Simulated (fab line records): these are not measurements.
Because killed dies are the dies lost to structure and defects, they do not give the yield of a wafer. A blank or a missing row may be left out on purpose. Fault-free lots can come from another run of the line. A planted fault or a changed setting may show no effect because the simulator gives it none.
Which tool is to blame? ; flow gf180mcu ; 14 lots, 42 wafers sampled, at 4 steps of a route of 602

WHAT EACH GAUGE READ, for each wafer
GF_MVSD_OVL_MEAS_07.
lot;measured;on;MVSD_OVL (nm)
L704;day 4 09:20;overlay-02;-2.1 -1.7 -2.0
L705;day 5 01:51;overlay-02;0.9 -0.1 0.0
L707;day 5 07:07;overlay-02;-0.4 -0.1 0.5
L708;day 5 11:17;overlay-01;-0.9 -1.5 -0.4
L709;day 5 17:40;overlay-02;-0.5 -1.3 1.1
L721;day 8 18:55;overlay-01;1.6 1.1 2.2
L722;day 9 02:27;overlay-01;2.2 2.8 1.0
L723;day 9 05:40;overlay-02;0.9 0.5 -1.8
L724;day 9 12:20;overlay-01;-0.8 -2.5 1.1
L725;day 9 15:14;overlay-01;1.8 0.1 0.3
L726;day 9 16:11;overlay-02;-0.9 0.8 0.1
L727;day 9 22:37;overlay-02;-1.1 -0.6 -2.8

GF_DUAL_GATE_OVL_MEAS_11.
lot;measured;on;DUAL_GATE_OVL (nm)
L704;day 8 04:31;overlay-01;2.7 1.1 2.3
L705;day 9 00:24;overlay-02;0.9 1.2 -0.7
L707;day 9 08:16;overlay-02;-0.2 0.3 -1.1
L708;day 9 13:17;overlay-01;1.0 1.7 1.0
L709;day 9 18:55;overlay-01;0.6 0.4 0.7
L721;day 13 12:50;overlay-02;2.0 -2.1 0.8
L722;day 13 22:54;overlay-02;1.8 0.8 1.5
L723;day 14 03:01;overlay-02;1.0 0.9 2.4
L724;day 14 08:32;overlay-01;0.1 0.9 -1.0
L725;day 14 14:11;overlay-01;-1.8 -1.9 0.6
L726;day 14 15:26;overlay-02;0.6 -0.4 0.5
L727;day 14 21:54;overlay-01;1.2 -0.4 0.2

WHICH TOOL RAN EACH LOT (tool, then ch and the chambers of the sampled wafers, then the start)
lot;GF_STI_OXIDATION_21;GF_VT_IMPLANT_RTA_45
L704;furnace-02 ch 0, day 2 03:07;rtp anneal-02 ch 0, day 7 10:14
L705;furnace-01 ch 0, day 2 10:13;rtp anneal-01 ch 0, day 8 05:32
L707;furnace-01 ch 0, day 2 18:29;rtp anneal-01 ch 0, day 8 13:40
L708;furnace-01 ch 0, day 3 01:28;rtp anneal-02 ch 0, day 8 17:39
L709;furnace-02 ch 0, day 3 07:25;rtp anneal-02 ch 0, day 8 23:28
L714;furnace-02, day 4 06:15;-
L715;furnace-01, day 4 11:07;-
L721;furnace-02 ch 0, day 5 21:58;rtp anneal-01 ch 0, day 12 14:27
L722;furnace-01 ch 0, day 6 05:13;rtp anneal-02 ch 0, day 12 23:22
L723;furnace-02 ch 0, day 6 08:24;rtp anneal-01 ch 0, day 13 04:40
L724;furnace-01 ch 0, day 6 12:53;rtp anneal-01 ch 0, day 13 09:40
L725;furnace-02 ch 0, day 6 14:29;rtp anneal-02 ch 0, day 13 15:24
L726;furnace-02 ch 0, day 6 19:47;rtp anneal-01 ch 0, day 13 15:44
L727;furnace-01 ch 0, day 6 23:44;rtp anneal-01 ch 0, day 13 22:40
- GF_STI_OXIDATION_21: stabilise 600 s, purge 300 s, target thk 15 nm.
- GF_VT_IMPLANT_RTA_45: time 30 s.

WHAT THE TOOLS THEMSELVES READ (means of the sampled wafers that have a number; where no wafer has one, the mark that the record gives instead)
GF_STI_OXIDATION_21.
lot;tool;ox temp c (C);ox temp c max;zone power lower pct (%)
L704;furnace-02;1000.2;1003.7;24.7
L705;furnace-01;1000.0;1004.0;19.2
L707;furnace-01;999.5;1003.9;19.3
L708;furnace-01;999.9;1003.5;19.5
L709;furnace-02;1000.3;1003.7;24.8
L714;furnace-02;-;-;-
L715;furnace-01;-;-;-
L721;furnace-02;1000.3;1003.4;24.4
L722;furnace-01;1000.0;1004.0;19.5
L723;furnace-02;1000.3;1003.5;24.4
L724;furnace-01;1000.4;1004.5;19.2
L725;furnace-02;1000.1;1003.5;24.7
L726;furnace-02;1000.5;1003.9;24.7
L727;furnace-01;1000.1;1004.6;19.2

GF_VT_IMPLANT_RTA_45.
lot;tool;lamp power pct (%);wafer_temp_C_max
L704;rtp anneal-02;43;1053.9
L705;rtp anneal-01;32;1053.6
L707;rtp anneal-01;32;1053.2
L708;rtp anneal-02;43;1053.3
L709;rtp anneal-02;43;1054.6
L721;rtp anneal-01;32;1053.2
L722;rtp anneal-02;43;1054.4
L723;rtp anneal-01;32;1053.4
L724;rtp anneal-01;32;1052.9
L725;rtp anneal-02;43;1054.0
L726;rtp anneal-01;32;1053.5
L727;rtp anneal-01;32;1052.7

THE ANSWER, worked out from the rows above alone
Rule: usual is defined by the lots themselves. The widest of any qualifying gaps counts: lots, ordered by their means at a reading, are off when they make up no more than a third of the lots, leave a main group of 4 or more, and stand apart from it by 3 or more times the standard deviation of that group's means. The tables above print the reading to a certain number of digits; a main group whose means all agree to those digits is not used. A lot without any number at a reading at which 4 lots or more have one is off too. The other lots that the step has rows for count as sound. The gauges are gone through in route order, then the tools' own readings, and for those a lot's mean is taken as printed above. At the first step where some lot is off, the reading lying furthest off is the one used; lots without a number count as furthest.
Off: L714, L715 (GF_STI_OXIDATION_21, ox temp c). Without a number there: L714, L715. For the main group the mean is 1000.1 C and the standard deviation 0.26.
A tool fits if, at that step or a process step before it, it ran every lot that is off, and no sound lot after the first of them. Of those tried, none fits.

WHAT WAS PUT IN BY THE SIMULATOR
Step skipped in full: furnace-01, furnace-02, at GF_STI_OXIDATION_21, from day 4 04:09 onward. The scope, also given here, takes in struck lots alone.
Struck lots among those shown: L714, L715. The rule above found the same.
